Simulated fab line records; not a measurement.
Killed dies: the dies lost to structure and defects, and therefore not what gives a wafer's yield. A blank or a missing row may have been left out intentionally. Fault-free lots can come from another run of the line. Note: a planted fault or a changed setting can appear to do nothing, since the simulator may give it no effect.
Tool commonality check    flow sky130    13 lots, 45 wafers sampled

== REASON FOR OPENING ==
At SKY_VT_ADJUST_HVTP_CD_MEAS_07 the reading cd_nm is flagged on 2 of 13 lots. No-fault wafers: 380.5 nm, standard deviation 2.4.
Rule: a lot is flagged when every wafer of it that has a number lies more than 4 standard deviations from that mean, or none has a number. The other lots count as sound.

lot   measured      on         cd_nm (nm), wafer by wafer           flag
L140  day 6 18:38   cd_sem-02  381.0 381.1 382.5                    
L141  day 7 00:23   cd_sem-02  381.3 380.3 380.3                    
L142  day 7 01:29   cd_sem-02  380.6 379.6 378.4                    
L143  day 7 05:23   cd_sem-01  378.7 380.7 380.9                    
L144  day 7 19:08   cd_sem-02  381.8 383.7 383.4                    
L145  day 8 02:33   cd_sem-02  395.5 392.6 393.8 395.7 392.4 393.5  FLAGGED
L146  day 8 03:12   cd_sem-02  391.6 391.4 390.7 391.8 391.4 390.5  FLAGGED
L154  day 10 13:04  cd_sem-01  378.4 381.0 380.9                    
L155  day 10 15:14  cd_sem-02  378.6 379.0 378.4                    
L157  day 11 12:56  cd_sem-01  382.4 384.3 382.4                    
L159  day 11 13:50  cd_sem-02  381.1 380.7 382.0                    
L158  day 11 22:35  cd_sem-01  376.9 380.7 378.0                    
L161  day 12 08:28  cd_sem-02  379.4 376.7 379.4                    
Average over the flagged lots: 392.6 nm; offset from the usual +12.1 nm, equal to +5 standard deviations.

== WHICH TOOL RAN EACH LOT ==
The record holds 1 process step before the reading, out of a route of 708 steps. Every cell lists first the tool, next ch and the chambers used by the sampled wafers, and last the start.
lot   flag     SKY_VT_ADJUST_HVTP_DEVELOP_06
L140           litho_track-01 ch 0, day 6 18:29
L141           litho_track-03 ch 0, day 7 00:09
L142           litho_track-03 ch 0, day 7 01:20
L143           litho_track-03 ch 0, day 7 05:14
L144           litho_track-01 ch 0, day 7 18:59
L145  FLAGGED  litho_track-03 ch 0, day 8 02:24
L146  FLAGGED  litho_track-03 ch 0, day 8 03:03
L154           litho_track-04 ch 0, day 10 12:55
L155           litho_track-01 ch 0, day 10 15:05
L157           litho_track-03 ch 0, day 11 12:47
L159           litho_track-03 ch 0, day 11 13:41
L158           litho_track-03 ch 0, day 11 22:26
L161           litho_track-01 ch 0, day 12 08:19
What these steps do:
- SKY_VT_ADJUST_HVTP_DEVELOP_06: develop time 60 s.
- SKY_VT_ADJUST_HVTP_CD_MEAS_07: target cd 380 nm.

== FLAGGED AGAINST TOTAL, ONE TOOL AT A TIME (gauges that did the reading follow at the end) ==
step                           tool            lots run  flagged  share of the flagged lots  sound lots run after its first flagged lot
SKY_VT_ADJUST_HVTP_DEVELOP_06  litho_track-01  4         0        none                       -
SKY_VT_ADJUST_HVTP_DEVELOP_06  litho_track-03  8         2        all                        3 (L157,L159,L158)
SKY_VT_ADJUST_HVTP_DEVELOP_06  litho_track-04  1         0        none                       -
SKY_VT_ADJUST_HVTP_CD_MEAS_07  cd_sem-01       4         0        none                       -
SKY_VT_ADJUST_HVTP_CD_MEAS_07  cd_sem-02       9         2        all                        3 (L155,L159,L161)

== WHAT THE TABLE PERMITS ==
Rows of the table that ran all the flagged lots, 2 in number: litho_track-03 at SKY_VT_ADJUST_HVTP_DEVELOP_06; cd_sem-02 at SKY_VT_ADJUST_HVTP_CD_MEAS_07.
- litho_track-03 at SKY_VT_ADJUST_HVTP_DEVELOP_06 ran 8 lots, 2 of them flagged. Sound lots followed the first flagged one (L157, L159, L158) on it, something a lasting fault affecting the whole tool could not allow.
- cd_sem-02 at SKY_VT_ADJUST_HVTP_CD_MEAS_07 ran 9 lots, 2 of them flagged. Sound lots followed the first flagged one (L155, L159, L161) on it, something a lasting fault affecting the whole tool could not allow.
Not one row of the table ran every flagged lot while running no sound lot after the first.

== WHAT THE SIMULATOR HAD PUT IN ==
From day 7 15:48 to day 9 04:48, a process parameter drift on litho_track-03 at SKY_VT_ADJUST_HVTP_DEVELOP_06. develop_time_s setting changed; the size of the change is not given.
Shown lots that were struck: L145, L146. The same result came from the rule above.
